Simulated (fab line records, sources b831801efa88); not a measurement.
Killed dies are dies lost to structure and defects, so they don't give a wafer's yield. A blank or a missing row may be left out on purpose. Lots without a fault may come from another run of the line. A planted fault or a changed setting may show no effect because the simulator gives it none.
Which tool did it? | flow gf180mcu | 13 lots, 39 wafers sampled, at 6 steps of a route of 602

WHAT THE GAUGES READ, wafer by wafer
GF_LVPWELL_OVL_MEAS_07.
lot  | measured    | on         | LVPWELL_OVL (nm)
L422 | day 3 20:07 | overlay-02 | -0.2 -3.8 -0.7
L424 | day 4 08:40 | overlay-01 | -2.2 -0.3 -1.2
L426 | day 4 19:35 | overlay-01 | 0.2 -1.0 -0.6
L427 | day 5 01:10 | overlay-02 | 0.7 -0.4 -0.8
L428 | day 5 08:01 | overlay-02 | -1.9 -0.9 -3.4
L433 | day 6 09:29 | overlay-02 | -1.9 -2.2 -2.8
L438 | day 7 15:10 | overlay-02 | 0.6 -1.7 0.9
L440 | day 8 07:04 | overlay-02 | -2.9 -1.9 -2.8
L441 | day 8 07:37 | overlay-01 | 0.0 0.8 1.7
L442 | day 8 13:14 | overlay-01 | -2.3 -2.7 -2.6
L443 | day 8 19:01 | overlay-01 | -0.6 -2.1 -1.6
L444 | day 9 00:44 | overlay-02 | -0.8 -0.3 -4.5
L445 | day 9 06:20 | overlay-01 | -1.2 -0.2 -1.3

GF_HV_LDD_CD_MEAS_07: target cd 400 nm.
lot  | measured     | on        | cd_nm (nm)
L422 | day 10 00:01 | cd_sem-02 | 403.0 398.1 399.8
L424 | day 10 14:58 | cd_sem-02 | 402.3 398.6 400.9
L426 | day 11 11:35 | cd_sem-02 | 400.8 401.9 402.4
L427 | day 11 14:59 | cd_sem-02 | 400.5 401.4 400.2
L428 | day 11 23:16 | cd_sem-01 | 395.7 397.7 396.6
L433 | day 13 11:34 | cd_sem-01 | - - -
L438 | day 14 23:34 | cd_sem-01 | 397.7 399.6 396.3
L440 | day 15 21:47 | cd_sem-01 | 399.1 396.6 398.8
L441 | day 15 22:08 | cd_sem-02 | 396.1 395.6 396.9
L442 | day 16 04:32 | cd_sem-02 | 401.0 400.7 401.7
L443 | day 16 11:33 | cd_sem-01 | 399.2 399.6 397.6
L444 | day 16 20:51 | cd_sem-02 | 401.1 401.6 400.3
L445 | day 17 02:19 | cd_sem-02 | 401.9 400.1 400.0

GF_HV_LDD_TW_MEAS_11.
lot  | measured     | on            | HV_LDD_TW
L422 | day 10 00:24 | film_metro-04 | 2404 2405 2409
L424 | day 10 15:23 | film_metro-04 | 2395 2407 2392
L426 | day 11 11:59 | film_metro-01 | 2414 2421 2410
L427 | day 11 15:23 | film_metro-01 | 2408 2403 2417
L428 | day 11 23:39 | film_metro-02 | 2450 2446 2438
L433 | day 13 11:57 | film_metro-04 | 30 30 30
L438 | day 14 23:58 | film_metro-01 | 2433 2436 2430
L440 | day 15 22:11 | film_metro-02 | 2433 2435 2444
L441 | day 15 22:32 | film_metro-01 | 2425 2423 2410
L442 | day 16 04:56 | film_metro-04 | 2397 2409 2407
L443 | day 16 11:57 | film_metro-02 | 2427 2428 2432
L444 | day 16 21:15 | film_metro-04 | 2404 2408 2404
L445 | day 17 02:43 | film_metro-04 | 2398 2405 2396

GF_M1_THK_MEAS_06: measures by xrf.
lot  | measured     | on            | M1_ALCU_THK (nm)
L422 | day 16 06:31 | film_metro-03 | 450 452 439
L424 | day 16 21:01 | film_metro-01 | 458 453 457
L426 | day 18 00:33 | film_metro-03 | 453 453 445
L427 | day 18 02:44 | film_metro-03 | 439 453 453
L428 | day 18 13:43 | film_metro-04 | 448 448 441
L438 | day 22 04:06 | film_metro-03 | 453 448 447
L440 | day 23 04:18 | film_metro-04 | 444 442 450
L441 | day 23 09:55 | film_metro-01 | 449 448 445
L442 | day 23 10:42 | film_metro-01 | 445 450 447
L443 | day 23 15:26 | film_metro-01 | 449 438 449
L444 | day 24 02:13 | film_metro-03 | 451 458 450
L445 | day 24 10:31 | film_metro-01 | 453 458 448

WHICH TOOL RAN EACH LOT (tool, then ch and the chambers of the sampled wafers, then the start)
lot  | GF_HV_LDD_EXPOSE_04                 | GF_CONTACT_CVD_02
L422 | iline_stepper-01 ch 0, day 9 15:35  | pecvd-01 ch 0,1, day 15 06:56
L424 | iline_stepper-02 ch 0, day 10 06:17 | pecvd-04 ch 0,1,2, day 15 20:44
L426 | iline_stepper-02 ch 0, day 11 02:29 | pecvd-02 ch 0,1,2, day 16 23:05
L427 | iline_stepper-02 ch 0, day 11 05:53 | pecvd-02 ch 0,1, day 17 01:29
L428 | iline_stepper-01 ch 0, day 11 13:35 | pecvd-02 ch 0,1, day 17 11:43
L433 | iline_stepper-02 ch 0, day 13 01:43 | -
L438 | iline_stepper-01 ch 0, day 14 13:13 | pecvd-04 ch 0,1,2, day 21 02:11
L440 | iline_stepper-02 ch 0, day 15 10:40 | pecvd-04 ch 0,1, day 22 03:07
L441 | iline_stepper-01 ch 0, day 15 11:55 | pecvd-01 ch 0,2, day 22 08:31
L442 | iline_stepper-02 ch 0, day 15 18:23 | pecvd-02 ch 1,2, day 22 08:56
L443 | iline_stepper-02 ch 0, day 16 00:17 | pecvd-01 ch 1,2, day 22 14:01
L444 | iline_stepper-02 ch 0, day 16 09:41 | pecvd-04 ch 0,1, day 23 01:06
L445 | iline_stepper-02 ch 0, day 16 15:34 | pecvd-04 ch 0,1,2, day 23 09:41
- GF_HV_LDD_EXPOSE_04: exposes mask Nplus LV AREA, target cd 400 nm.
- GF_CONTACT_CVD_02: deposits SiO2 from TEOS, target thk 860 nm, time 95.992 s.

WHAT THE TOOLS THEMSELVES READ (means of the sampled wafers that have a number; where no wafer has one, the mark that the record gives instead)
GF_CONTACT_CVD_02.
lot  | tool     | heater_power_w (W)
L422 | pecvd-01 | 643
L424 | pecvd-04 | 579
L426 | pecvd-02 | 753
L427 | pecvd-02 | 737
L428 | pecvd-02 | 627
L438 | pecvd-04 | 656
L440 | pecvd-04 | 588
L441 | pecvd-01 | 683
L442 | pecvd-02 | 722
L443 | pecvd-01 | 629
L444 | pecvd-04 | 641
L445 | pecvd-04 | 621

THE ANSWER, worked out from the rows above alone
Rule: what is usual is taken from the lots themselves. Put in order of their means at a reading, lots are off if they are a third of the lots or fewer, leave a main group of 4 or more, and stand apart from it by a gap of 3 or more times the standard deviation of the main group's means; of several such gaps the widest counts. A main group whose means are all the same, to the digits that the tables above print for the reading, isn't used. A lot without any number at a reading at which 4 lots or more have one is off too. The other lots that the step has rows for count as sound. The gauges are gone through in route order, then the tools' own readings, and for those a lot's mean is taken as printed above. The first step at which some lot is off is used, and at that step the reading that is off furthest; a lot without a number counts as furthest.
Off: L433, at GF_HV_LDD_CD_MEAS_07 (cd_nm). Without a number there: L433. The main group: mean 399.5 nm, standard deviation 1.8.
A tool fits if, at a process step before that reading, it ran every lot that is off, and no sound lot after the first of them. The gauges at GF_HV_LDD_CD_MEAS_07 aren't tried: what is off there is off at GF_HV_LDD_TW_MEAS_11 too, on other tools, and a gauge's error can't cause that. None of those tried fits.

WHAT THE SIMULATOR HAD PUT IN
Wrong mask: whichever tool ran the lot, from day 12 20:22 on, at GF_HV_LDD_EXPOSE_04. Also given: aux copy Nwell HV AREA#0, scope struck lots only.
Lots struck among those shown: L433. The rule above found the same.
